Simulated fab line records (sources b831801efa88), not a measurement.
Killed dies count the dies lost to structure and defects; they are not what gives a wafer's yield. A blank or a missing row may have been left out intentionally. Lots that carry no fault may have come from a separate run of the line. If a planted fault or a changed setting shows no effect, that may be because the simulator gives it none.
Code-filled problem report in 8D (eight disciplines) form || flow sky130 || the parts of the form that need people (team, actions taken, sign-off) are left out

## 1. WHAT IS WRONG
beam on s at SKY_LDD_N_IMPLANT_12 reads a mean of 12.89 s on 6 wafers of 2 lots; wafers without a fault read 9.98 s with a standard deviation of 0.21. Relative to the usual mean, that is a shift of +14 standard deviations.
First seen on wafer L409.1, day 24 06:06, on implanter-01. The record has a number at this step for 18 wafers belonging to 6 lots. The rule behind "out" and "out of limits": a value lying over 4 standard deviations away from the usual mean. The rest of the wafers with a number are treated as sound.

## 2. WHAT IT IS AND WHAT IT IS NOT
{"question": "which readings at this step", "is": "beam on s, faraday current uA", "is not": "-"}
{"question": "which lots", "is": "L409, L410", "is not": "L393, L399, L411, L414"}
{"question": "which wafers of those lots", "is": "all that have a number", "is not": "-"}
{"question": "read on which tools", "is": "implanter-01", "is not": "implanter-03, implanter-04"}
{"question": "when", "is": "from day 24 06:06", "is not": "up to then (6 sound wafers); but 6 sound wafers of L411, L414 came after"}

## 3. SUSPECTS, AND WHAT RULES EACH OUT
Counting: a tool stays on the suspect list if, at a process step up to the reading, it processed all lots that are out and no sound lot following the first of them.
- implanter-01 at SKY_LDD_N_IMPLANT_12: kept. It processed each lot that is out, first L409 at day 24 06:06, and no sound lot thereafter; up to then, the last sound lot it processed was L393 at day 18 04:56. Its own readings are out on those wafers: beam on s, faraday current uA.
Left after counting: implanter-01 at SKY_LDD_N_IMPLANT_12.

## 4. THE CAUSE (what the simulator had put in)
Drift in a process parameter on implanter-01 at SKY_LDD_N_IMPLANT_12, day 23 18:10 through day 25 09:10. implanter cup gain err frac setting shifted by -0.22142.
Only this tool survived the counting.

## 5. SEQUENCE OF EFFECTS, ordered by route
Rows list readings where the struck wafers' mean (over those with a number) sits beyond 3 standard deviations from the usual. Only readings whose record carries a usual standard deviation are examined. hours: median over the lots of the time between each lot's start at the first step of this table that gives one and its start at this step. sigmas: the change, counted in usual standard deviations.
{"hours": 0, "step": "SKY_LDD_N_IMPLANT_12", "reading": "beam on s", "usual": "9.98 s", "on struck wafers": 12.89, "change": "+2.91", "sigmas": "+14"}
{"hours": 0, "step": "SKY_LDD_N_IMPLANT_12", "reading": "faraday current uA", "usual": 28.2, "on struck wafers": 21.9, "change": -6.3, "sigmas": -11}
Here are the process steps it includes:
- SKY_LDD_N_IMPLANT_12

## 6. HOW IT WOULD HAVE BEEN CAUGHT EARLIER
First out-of-limits reading in this record: day 24 06:06, which is 12 hours after fault onset at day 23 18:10.
